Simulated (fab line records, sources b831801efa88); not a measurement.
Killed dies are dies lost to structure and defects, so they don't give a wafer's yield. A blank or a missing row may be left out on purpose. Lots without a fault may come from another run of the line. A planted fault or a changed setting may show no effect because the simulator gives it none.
Chamber matching | flow gf180mcu | GF_V3_CMP_26 on cmp-01: 4 sister chambers
The step polishes, stops on SiO2, t overpolish 15 s, target thk 0 nm. 18 wafers are shown with their chamber, then 9 later ones without.

WAFERS WITH THEIR CHAMBER
wafer  | chamber | motor_current_A (A) | time_to_endpoint_s (s) | slurry_flow_ml_min
L812.2 | 0       | 10.3                | 88                     | 150.1
L812.3 | 3       | 11.7                | 87                     | 149.7
L812.5 | 3       | 11.3                | 86                     | 149.6
L817.1 | 2       | 10.2                | 82                     | 148.7
L817.4 | 1       | 10.8                | 84                     | 149.5
L817.6 | 3       | 11.2                | 87                     | 149.4
L819.1 | 1       | 10.4                | 84                     | 149.9
L819.5 | 3       | 11.8                | 84                     | 149.6
L819.6 | 2       | 10.6                | 89                     | 149.6
L820.1 | 1       | 10.5                | 83                     | 150.0
L820.5 | 3       | 11.8                | 84                     | 149.9
L820.6 | 0       | 10.1                | 83                     | 149.6
L826.2 | 0       | 10.0                | 89                     | 150.4
L826.3 | 2       | 10.2                | 90                     | 150.5
L826.5 | 3       | 11.9                | 88                     | 149.8
L829.1 | 2       | 10.0                | 87                     | 150.0
L829.3 | 0       | 9.7                 | 92                     | 150.0
L829.4 | 1       | 10.8                | 87                     | 150.2

SIGNATURES (means of the wafers above)
reading            | chamber 0 | chamber 1 | chamber 2 | chamber 3 | scatter within a chamber
motor_current_A    | 10.025    | 10.625    | 10.250    | 11.617    | 0.258
time_to_endpoint_s | 88.00     | 84.50     | 87.00     | 86.00     | 2.71
slurry_flow_ml_min | 150.025   | 149.900   | 149.700   | 149.667   | 0.421
Rule: a wafer's distance from a chamber is the root of the sum, over the readings, of the square of ((its reading less the chamber's mean) divided by the reading's scatter). The wafer belongs to the nearest chamber; if the next one is less than 2 further off, it can't be placed. The scatter: the root of (the sum of the squares of (reading less its chamber's mean) over the shown wafers, divided by (wafers less chambers)).

WAFERS WITHOUT THEIR CHAMBER
wafer  | motor_current_A (A) | time_to_endpoint_s (s) | slurry_flow_ml_min
L830.1 | 10.3                | 88                     | 149.8
L830.4 | 10.8                | 87                     | 150.9
L830.5 | 9.9                 | 88                     | 150.5
L831.1 | 12.2                | 89                     | 149.8
L831.4 | 10.3                | 90                     | 149.7
L831.6 | 10.9                | 87                     | 149.6
L833.2 | 10.4                | 88                     | 149.8
L833.4 | 10.5                | 91                     | 150.4
L833.5 | 11.1                | 89                     | 149.7

WHICH CHAMBER EACH WENT THROUGH
wafer  | from the rows above               | in truth
L830.1 | can't be placed: 2 or 0 or 1      | 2
L830.4 | can't be placed: 1 or 2 or 0 or 3 | 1
L830.5 | can't be placed: 0 or 2           | 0
L831.1 | 3                                 | 3
L831.4 | can't be placed: 2 or 0 or 1      | 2
L831.6 | can't be placed: 1 or 2 or 3 or 0 | 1
L833.2 | can't be placed: 2 or 0 or 1      | 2
L833.4 | can't be placed: 0 or 2 or 1      | 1
L833.5 | can't be placed: 3 or 1 or 2 or 0 | 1
Placed correctly: 1 of 9. Can't be placed from these rows: 8 (the true chamber is among the candidates in 8). Placed wrongly: 0.
